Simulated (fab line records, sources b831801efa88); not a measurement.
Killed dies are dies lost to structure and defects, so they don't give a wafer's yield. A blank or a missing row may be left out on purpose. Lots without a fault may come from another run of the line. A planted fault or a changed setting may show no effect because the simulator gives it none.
Which tool did it? | flow gf180mcu | 15 lots, 45 wafers sampled, at 4 steps of a route of 602

WHAT THE GAUGES READ, wafer by wafer
GF_NWELL_OVL_MEAS_07. Usual: NWELL_OVL 0.2 nm, standard deviation 1.5.
lot  | measured    | on         | NWELL_OVL (nm) | flag
L589 | day 3 08:25 | overlay-01 | -0.2 2.1 -1.2  |
L591 | day 3 15:46 | overlay-02 | 0.0 0.4 2.7    |
L593 | day 4 03:49 | overlay-01 | -0.7 -3.7 -1.5 |
L594 | day 4 13:55 | overlay-02 | 1.7 -1.0 -0.2  |
L597 | day 5 02:29 | overlay-02 | -2.4 -3.1 -2.2 |
L600 | day 5 21:07 | overlay-02 | 0.7 0.4 -1.2   |
L601 | day 6 03:20 | overlay-02 | 0.7 -0.5 -0.3  |
L602 | day 6 07:40 | overlay-02 | 0.5 2.0 0.4    |
L603 | day 6 11:59 | overlay-01 | 0.7 0.4 0.1    |
L604 | day 6 17:05 | overlay-02 | -0.3 -0.7 1.1  |
L605 | day 7 00:15 | overlay-01 | 0.3 1.2 -0.4   |
L608 | day 7 20:15 | overlay-02 | -2.4 0.5 -3.5  |
L609 | day 7 21:46 | overlay-01 | -1.5 1.5 -1.3  |
L610 | day 8 02:47 | overlay-01 | 0.3 0.7 -0.1   |
L612 | day 8 14:25 | overlay-01 | 0.7 1.0 -2.5   |

GF_M2_RS_MEAS_05: measures by four-point-probe. Usual: M2_ALCU_RS 0.0696 ohm/sq, standard deviation 0.00091.
lot  | measured     | on            | M2_ALCU_RS (ohm/sq)  | flag
L589 | day 18 06:03 | film_metro-03 | 0.0697 0.0691 0.0687 |
L591 | day 18 22:07 | film_metro-02 | 0.0678 0.0693 0.0688 |
L593 | day 19 23:08 | film_metro-02 | 0.0691 0.0693 0.0684 |
L594 | day 20 11:41 | film_metro-02 | 0.0686 0.0686 0.0681 |
L597 | day 21 07:46 | film_metro-04 | 0.0704 0.0707 0.0698 |
L600 | day 22 16:25 | film_metro-04 | 0.0697 0.0695 0.0693 |
L601 | day 23 00:50 | film_metro-02 | 0.0673 0.0681 0.0687 |
L602 | day 23 03:35 | film_metro-04 | 0.0684 0.0689 0.0694 |
L603 | day 23 12:51 | film_metro-03 | 0.0708 0.0696 0.0695 |
L604 | day 24 00:13 | film_metro-02 | 0.0707 0.0704 0.0702 |
L605 | day 24 03:02 | film_metro-03 | 0.0715 0.0712 0.0705 |
L608 | day 25 05:37 | film_metro-02 | 0.0693 0.0691 0.0704 |
L609 | day 25 09:43 | film_metro-02 | 0.0693 0.0701 0.0712 |
L610 | day 25 17:18 | film_metro-04 | 0.0689 0.0704 0.0700 |
L612 | day 26 05:49 | film_metro-03 | 0.0685 0.0685 0.0693 |

GF_M2_THK_MEAS_06: measures by xrf. Usual: M2_ALCU_THK 451 nm, standard deviation 6.
lot  | measured     | on            | M2_ALCU_THK (nm) | flag
L589 | day 18 06:10 | film_metro-03 | 452 456 459      |
L591 | day 18 22:14 | film_metro-02 | 462 452 455      |
L593 | day 19 23:15 | film_metro-02 | 453 448 458      |
L594 | day 20 11:48 | film_metro-02 | 461 458 463      |
L597 | day 21 07:52 | film_metro-04 | 449 446 452      |
L600 | day 22 16:32 | film_metro-04 | 450 451 452      |
L601 | day 23 00:56 | film_metro-02 | 467 458 456      |
L602 | day 23 03:42 | film_metro-04 | 464 460 455      |
L603 | day 23 12:58 | film_metro-03 | 442 448 450      |
L604 | day 24 00:20 | film_metro-02 | 449 448 450      |
L605 | day 24 03:08 | film_metro-03 | 437 439 443      |
L608 | day 25 05:44 | film_metro-02 | 453 456 444      |
L609 | day 25 09:50 | film_metro-02 | 453 448 441      |
L610 | day 25 17:24 | film_metro-04 | 457 446 451      |
L612 | day 26 05:56 | film_metro-03 | 455 458 450      |

WHICH TOOL RAN EACH LOT (tool, then ch and the chambers of the sampled wafers, then the start)
lot  | GF_MVSD_DEVELOP_06
L589 | litho_track-01 ch 0, day 4 11:00
L591 | litho_track-04 ch 0, day 4 19:00
L593 | litho_track-04 ch 0, day 5 07:00
L594 | litho_track-04 ch 0, day 5 19:00
L597 | litho_track-01 ch 0, day 6 09:00
L600 | litho_track-01 ch 0, day 7 04:00
L601 | litho_track-02 ch 0, day 7 11:00
L602 | litho_track-04, day 7 15:00
L603 | litho_track-04, day 7 20:00
L604 | litho_track-01, day 8 01:00
L605 | litho_track-01 ch 0, day 8 08:00
L608 | litho_track-04 ch 0, day 9 05:00
L609 | litho_track-01 ch 0, day 9 07:00
L610 | litho_track-01 ch 0, day 9 13:00
L612 | litho_track-04 ch 0, day 10 01:00
- GF_MVSD_DEVELOP_06: develop time 60 s.

WHAT THE TOOLS THEMSELVES READ (means of the sampled wafers that have a number; where no wafer has one, the mark that the record gives instead)
GF_MVSD_DEVELOP_06. Usual: chill_plate_temp_C 23.03 C, standard deviation 0.12; developer_temp_C 23.01 C, standard deviation 0.099; exhaust_pa 44.9 Pa, standard deviation 0.88.
lot  | tool           | chill_plate_temp_C (C) | developer_temp_C (C) | exhaust_pa (Pa) | flag
L589 | litho_track-01 | 23.00                  | 23.03                | 45.1            |
L591 | litho_track-04 | 22.90                  | 23.12                | 44.9            |
L593 | litho_track-04 | 22.86                  | 22.79                | 44.8            |
L594 | litho_track-04 | 23.24                  | 22.99                | 44.0            |
L597 | litho_track-01 | 23.13                  | 22.98                | 44.2            |
L600 | litho_track-01 | 23.19                  | 23.00                | 45.5            |
L601 | litho_track-02 | 23.00                  | 22.94                | 45.5            |
L602 | litho_track-04 | -                      | -                    | -               | OFF
L603 | litho_track-04 | -                      | -                    | -               | OFF
L604 | litho_track-01 | -                      | -                    | -               | OFF
L605 | litho_track-01 | 23.11                  | 23.12                | 44.5            |
L608 | litho_track-04 | 23.02                  | 22.97                | 45.7            |
L609 | litho_track-01 | 22.93                  | 23.05                | 44.3            |
L610 | litho_track-01 | 22.77                  | 22.91                | 45.2            |
L612 | litho_track-04 | 22.96                  | 22.87                | 44.4            |

THE ANSWER, worked out from the rows above alone
Rule: a lot is off if the mean of its wafers that have a number lies more than 3 standard deviations from the usual mean. A lot without any number at a reading at which 4 lots or more have one is off too. The other lots that the step has rows for count as sound. The gauges are gone through in route order, then the tools' own readings, and for those a lot's mean is taken as printed above. The first step at which some lot is off is used, and at that step the reading that is off furthest; a lot without a number counts as furthest.
Off: L602, L603, L604, at GF_MVSD_DEVELOP_06 (chill_plate_temp_C). Without a number there: L602, L603, L604.
A tool fits if, at that step or a process step before it, it ran every lot that is off, and no sound lot after the first of them. None of those tried fits.

WHAT THE SIMULATOR HAD PUT IN
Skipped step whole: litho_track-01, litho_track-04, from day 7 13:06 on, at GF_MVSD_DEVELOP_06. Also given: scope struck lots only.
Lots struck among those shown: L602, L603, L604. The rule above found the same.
